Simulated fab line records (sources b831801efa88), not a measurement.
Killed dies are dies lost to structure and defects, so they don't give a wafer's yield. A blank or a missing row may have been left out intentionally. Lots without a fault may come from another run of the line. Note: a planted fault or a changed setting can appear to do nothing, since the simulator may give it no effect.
Chamber matching | flow sky130 | SKY_VIA3_CMP_24 on cmp-01 has 4 sister chambers
The step polishes, stops on SiO2, t overpolish 20 s, target thk 0 nm. 18 wafers are shown with their chamber, then 9 later ones without.

EACH WAFER AND ITS CHAMBER
wafer  | chamber | motorCurrentA (A) | timeToEndpointS (s) | overpolishRunS (s)
L086.3 | 1       | 11.1              | 92                  | 19.985
L086.5 | 1       | 11.5              | 95                  | 19.998
L086.6 | 0       | 10.4              | 94                  | 19.992
L088.2 | 2       | 11.9              | 89                  | 19.991
L088.3 | 1       | 11.0              | 90                  | 20.008
L088.5 | 3       | 13.2              | 96                  | 19.993
L089.2 | 1       | 11.3              | 92                  | 20.005
L089.3 | 3       | 13.5              | 95                  | 19.990
L089.4 | 2       | 11.5              | 92                  | 20.002
L092.1 | 2       | 12.3              | 93                  | 19.999
L092.2 | 0       | 10.2              | 98                  | 20.005
L092.5 | 3       | 13.9              | 100                 | 20.010
L094.4 | 0       | 10.3              | 97                  | 19.993
L094.5 | 0       | 10.3              | 99                  | 19.999
L094.6 | 1       | 11.3              | 94                  | 20.002
L094.1 | 3       | 14.0              | 99                  | 19.997
L094.2 | 2       | 12.2              | 95                  | 19.993
L094.3 | 1       | 11.2              | 94                  | 20.000

SIGNATURES, as means of the wafers listed above
reading         | chamber 0 | chamber 1 | chamber 2 | chamber 3 | scatter within a chamber
motorCurrentA   | 10.300    | 11.233    | 11.975    | 13.650    | 0.263
timeToEndpointS | 97.00     | 92.83     | 92.25     | 97.50     | 2.18
overpolishRunS  | 19.99725  | 19.99967  | 19.99625  | 19.99750  | 0.00728
Rule: a wafer's distance from a chamber is the root of the sum, over the readings, of the square of ((its reading less the chamber's mean) divided by the reading's scatter). If the next closest chamber is less than 2 further off than the closest, the wafer can't be placed; otherwise it belongs to the closest. How the scatter is found: for the shown wafers, subtract from each reading the mean of its chamber, square and add these, divide the total by (wafers less chambers), then take the root.

WAFERS MISSING THEIR CHAMBER
wafer  | motorCurrentA (A) | timeToEndpointS (s) | overpolishRunS (s)
L096.1 | 10.3              | 96                  | 20.016
L096.3 | 12.1              | 90                  | 20.007
L096.6 | 13.9              | 95                  | 20.018
L096.2 | 13.0              | 92                  | 19.998
L096.4 | 11.0              | 93                  | 19.998
L096.5 | 12.2              | 92                  | 20.022
L097.2 | 12.4              | 96                  | 20.010
L097.4 | 10.9              | 99                  | 19.982
L097.6 | 10.9              | 102                 | 20.007

WHICH CHAMBER EACH WENT THROUGH
wafer  | from the rows above     | in truth
L096.1 | can't be placed: 0 or 1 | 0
L096.3 | can't be placed: 2 or 1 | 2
L096.6 | 3                       | 3
L096.2 | can't be placed: 3 or 2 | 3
L096.4 | 1                       | 1
L096.5 | can't be placed: 2 or 1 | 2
L097.2 | can't be placed: 2 or 1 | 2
L097.4 | can't be placed: 0 or 1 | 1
L097.6 | can't be placed: 0 or 1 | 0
2 of 9 placed correctly. Unplaceable from these rows: 7, with the true chamber sitting among the candidates in 7. 0 placed wrongly.
